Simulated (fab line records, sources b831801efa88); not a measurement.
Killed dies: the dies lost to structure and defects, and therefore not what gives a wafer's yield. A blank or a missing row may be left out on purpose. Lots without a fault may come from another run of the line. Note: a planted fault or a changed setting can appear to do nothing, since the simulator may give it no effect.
A lot that was struck, set against a sound lot	flow gf180mcu	16 steps out of a route of 602
Sound: the wafers L829.2, L829.4, L829.6. Struck: wafers L826.2, L826.3, L826.6. The cause is named last.
At each step with rows: each side's tool, then ch and its chambers, then its first start. Under that, the readings that differ: sound wafers	struck wafers	difference of the means	sigmas: that difference in standard deviations of wafers without a fault.
alike: a reading whose means differ by less than 2 such deviations, as well as words and numbers matching on both sides. not compared: withheld readings; readings where some wafer has no value; bounds like >300 that might hide an equal value; numbers whose values overlap and for which the record gives no deviation.
Wherever a step has rows on one side only, a row that says differs or no value, or a row with sigmas, the two part there. When numbers do not overlap yet have no deviation, they are printed without sigmas and do not part them. A reading missing from all wafers of one side parts the sides only when that side holds two or more wafers.

GF_V5_CMP_04: polishes SiO2.
  sound on cmp-01 ch 0,1,2, day 30 15:26; struck on cmp-02 ch 0,2,3, day 29 10:22
  alike: motor-current-A, slurry-filter-dp-kPa
GF_V5_BOW_MEAS_05:
  sound: film-metro-01 at day 30 15:46; struck: film-metro-02 at day 29 10:41
  alike: V5_BOW
then, 8 steps without rows for these wafers: GF_V5_DEHYDRATE_06 (time 60 s); GF_V5_HMDS_07 (prime time 60 s); GF_V5_COAT_08; GF_V5_COAT_09 (resist thk 1000 nm); GF_V5_SOFTBAKE_10 (time 60 s); GF_V5_EXPOSE_11 (exposes mask Via5, target cd 260 nm); GF_V5_PEB_12 (peb time 90 s); GF_V5_DEVELOP_13 (develop time 60 s).
GF_V5_CD_MEAS_14 targets a cd of 260 nm.
  sound: cd-sem-02 at day 31 09:51; struck: cd-sem-01 at day 30 05:36
reading	sound	struck	difference	sigmas
cd-nm (nm)	257.4 257.7 256.9	260.8 260.4 260.9	+3.4	+3
GF_V5_OVL_MEAS_15:
  sound: overlay-02 at day 31 09:57; struck: overlay-01 at day 30 05:42
  alike: V5_OVL
GF_V5_ETCH_16: etches BARC in N2/H2.
  sound on rie-diel-04 ch 0,1, day 31 09:59; struck on rie-diel-04 ch 1,2,3, day 30 05:44
  no value came back on the struck wafers for any of 6 readings (bias-w (W), chamber-pressure-mTorr (mTorr) and others); on the sound wafers bias-w (W) reads 100.3 100.1 100.1
GF_V5_ETCH_17: etches SiO2 in C4F8/O2/Ar, stops on TiN, target depth 855 nm.
  sound: rie-diel-04 ch 0,1; struck: rie-diel-04 ch 1,2,3
reading	sound	struck	difference	sigmas
oes-product-au (a.u.)	0.869 0.865 0.852	0.377 0.376 0.375	-0.486	-99 or more
  alike: bias-w, chamber-pressure-mTorr
GF_V5_STRIP_18: strips in O2/N2.
  sound on plasma-asher-04 ch 0,1, day 31 10:08; struck on plasma-asher-02 ch 0,1, day 30 05:53
reading	sound	struck	difference	sigmas
oes-product-au (a.u.)	0.575 0.578 0.569	0.582 0.592 0.589	+0.014	+3
  alike: drypump-motor-current-A, heater-power-w
  not compared: rf-hours-counter-h
then, 1 step without rows for these wafers: GF_V5_STRIP_19 (strips in post etch residue remover, time 1200 s).

## WHERE THEY PART
First at GF_V5_CD_MEAS_14; last, within this record, at GF_V5_STRIP_18.

WHY: what the simulator had put in
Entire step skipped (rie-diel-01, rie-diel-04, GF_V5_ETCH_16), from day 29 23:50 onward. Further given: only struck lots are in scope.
